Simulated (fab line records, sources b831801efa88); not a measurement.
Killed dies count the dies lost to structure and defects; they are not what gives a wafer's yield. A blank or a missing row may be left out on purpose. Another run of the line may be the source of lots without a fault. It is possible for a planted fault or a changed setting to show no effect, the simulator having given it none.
Comparing a struck lot with a sound one + flow sky130 + 17 out of 708 route steps
Sound: the wafers L837.1, L837.2, L837.4. The struck wafers were L834.1, L834.2, L834.3. The cause is given at the end.
Order at every step that has rows: each side's tool, ch and its chambers, its first start. Under that, the readings that differ: sound wafers + struck wafers + difference of the means + sigmas: that difference in standard deviations of wafers without a fault.
alike: readings whose means differ by less than 2 such deviations, and words and numbers that are the same on both sides. not compared: withheld readings, readings that some wafer has no value for, bounds like >300 that may hide the same value, and numbers for which the record gives no deviation and whose values overlap.
Wherever a step has rows on one side only, a row that says differs or no value, or a row with sigmas, the two part there. Non-overlapping numbers with no deviation appear without sigmas and do not part them. A reading missing from all wafers of one side parts the sides only when that side holds two or more wafers.

SKY_VT_ADJUST_HVTP_OVL_MEAS_08:
  sound on overlay-02, day 10 07:49; struck on overlay-02, day 8 14:47
  alike: VT_ADJUST_HVTP_OVL
next, for these wafers, 1 step has no rows: SKY_VT_ADJUST_HVTP_IMPLANT_09.
SKY_VT_ADJUST_HVTP_STRIP_10: strips in O2/N2.
  sound on plasma_asher-03 ch 0,1, day 10 08:00; struck on plasma_asher-02 ch 0,1, day 8 14:58
  alike: drypump_motor_current_A, o2_flow_sccm, oes_product_au, strip_time_to_endpoint_s
  not compared: rf_hours_counter_h
SKY_VT_ADJUST_HVTP_TW_MEAS_11:
  sound on film_metro-02, day 10 08:06; struck on film_metro-02, day 8 15:04
  alike: VT_ADJUST_HVTP_TW
then, 7 steps without rows for these wafers: SKY_VT_ADJUST_LVTN_DEHYDRATE_00 (time 60 s); SKY_VT_ADJUST_LVTN_HMDS_01 (prime time 60 s); SKY_VT_ADJUST_LVTN_COAT_02 (resist thk 3000 nm); SKY_VT_ADJUST_LVTN_SOFTBAKE_03; SKY_VT_ADJUST_LVTN_EXPOSE_04 (exposes mask NWM COMPLEMENT LESS NATIVE, target cd 840 nm); SKY_VT_ADJUST_LVTN_PEB_05; SKY_VT_ADJUST_LVTN_DEVELOP_06 (develop time 60 s).
SKY_VT_ADJUST_LVTN_OVL_MEAS_07:
  sound on overlay-01, day 11 07:08; struck on overlay-01, day 9 12:26
  alike: VT_ADJUST_LVTN_OVL
SKY_VT_ADJUST_LVTN_IMPLANT_08:
  sound on implanter-04 ch 0, day 11 07:11; struck on implanter-01 ch 0, day 9 12:28
| reading            | sound                            | struck                       | difference | sigmas      |
|--------------------|----------------------------------|------------------------------|------------|-------------|
| dose_ions_cm2      | 1.5706e+12 1.5692e+12 1.5693e+12 | 9.95e+11 9.964e+11 9.969e+11 | -5.74e+11  | -99 or more |
| faraday_current_uA | 8.79 9.02 8.91                   | 5.60 5.54 5.64               | -3.31      | -21         |
SKY_VT_ADJUST_LVTN_STRIP_09: strips in O2/N2.
  sound on plasma_asher-01 ch 0,1, day 11 07:20; struck on plasma_asher-04 ch 0,1, day 9 12:37
  alike: drypump_motor_current_A, o2_flow_sccm, oes_product_au, strip_time_to_endpoint_s
  not compared: rf_hours_counter_h
SKY_VT_ADJUST_LVTN_TW_MEAS_10:
  sound on film_metro-02, day 11 07:26; struck on film_metro-04, day 9 12:43
| reading           | sound             | struck            | difference | sigmas |
|-------------------|-------------------|-------------------|------------|--------|
| VT_ADJUST_LVTN_TW | 241.7 241.7 241.6 | 214.3 215.0 215.1 | -26.9      | -13    |
then, 1 step without rows for these wafers: SKY_VT_ADJUST_LVTN_DEHYDRATE_11 (time 60 s).
-- record jumps: 39 days separate the struck wafers' starts on either side; left off in module VT_ADJUST_LVTN, taken up again in module PAD_OPEN, whose first shown step is the route's number 708 --
SKY_PAD_OPEN_PROBE_99:
  sound on prober-01, day 49 20:52; struck on prober-02, day 48 08:19
| reading                                   | sound                | struck               | difference | sigmas |
|-------------------------------------------|----------------------|----------------------|------------|--------|
| model.etest.nfet_01v8_lvt.vt_sat_v (V)    | 0.5374 0.5517 0.5447 | 0.5157 0.518 0.506   | -0.0314    |        |
| model.etest.nfet_01v8_lvt.vt_v (V)        | 0.6106 0.618 0.6137  | 0.6004 0.6028 0.5926 | -0.0155    |        |
| model.etest.nfet_01v8_lvt.vt_long_v (V)   | 0.4372 0.4422 0.4348 | 0.4285 0.4286 0.4242 | -0.0110    |        |
| model.etest.nfet_01v8_lvt.body_rise_v (V) | 0.1473 0.1472 0.1445 | 0.1371 0.1373 0.1356 | -0.0097    |        |
| model.etest.nfet_01v8.body_rise_v (V)     | 0.1795 0.1839 0.18   | 0.175 0.174 0.1722   | -0.007     |        |
  alike: killed_at_M0_to_M3, killed_at_M4_up, killed_at_contacts, killed_at_front_end, killed_at_other, killed_dies, killed_open, killed_short

== WHERE THEY PART ==
Earliest at SKY_VT_ADJUST_LVTN_IMPLANT_08; latest, in this record, at SKY_VT_ADJUST_LVTN_TW_MEAS_10. Later steps at which nothing parts them and some readings are alike: SKY_PAD_OPEN_PROBE_99.

WHY: the cause the simulator had injected
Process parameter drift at SKY_VT_ADJUST_LVTN_IMPLANT_08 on implanter-01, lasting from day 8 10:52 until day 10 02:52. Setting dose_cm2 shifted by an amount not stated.
